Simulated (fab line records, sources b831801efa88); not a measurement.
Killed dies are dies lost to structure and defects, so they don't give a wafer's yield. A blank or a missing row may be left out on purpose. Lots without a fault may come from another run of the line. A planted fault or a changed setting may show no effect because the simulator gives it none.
Which tool did it? | flow gf180mcu | 6 lots, 18 wafers sampled, at 1 step of a route of 602

WHAT THE GAUGES READ, wafer by wafer
GF_MIM_THK_MEAS_06.
lot  | measured     | on            | MIM_CVD_05_THK (nm)
L367 | day 24 19:43 | film_metro-04 | 42.5 43.1 42.6
L374 | day 27 02:50 | film_metro-04 | 41.4 42.6 42.3
L378 | day 28 09:47 | film_metro-04 | 42.2 42.9 42.3
L380 | day 29 00:47 | film_metro-04 | 40.9 41.8 41.6
L382 | day 29 15:30 | film_metro-02 | 42.4 42.1 41.4
L388 | day 31 02:43 | film_metro-02 | 40.9 41.2 41.1

WHICH TOOL RAN EACH LOT (tool, then ch and the chambers of the sampled wafers, then the start)
The record holds no process step before these readings.

THE ANSWER, worked out from the rows above alone
Rule: what is usual is taken from the lots themselves. Put in order of their means at a reading, lots are off if they are a third of the lots or fewer, leave a main group of 4 or more, and stand apart from it by a gap of 3 or more times the standard deviation of the main group's means; of several such gaps the widest counts. A main group whose means are all the same, to the digits that the tables above print for the reading, isn't used. A lot without any number at a reading at which 4 lots or more have one is off too. The other lots that the step has rows for count as sound.
No lot is off at any reading shown: from this, nothing can be told.

WHAT THE SIMULATOR HAD PUT IN
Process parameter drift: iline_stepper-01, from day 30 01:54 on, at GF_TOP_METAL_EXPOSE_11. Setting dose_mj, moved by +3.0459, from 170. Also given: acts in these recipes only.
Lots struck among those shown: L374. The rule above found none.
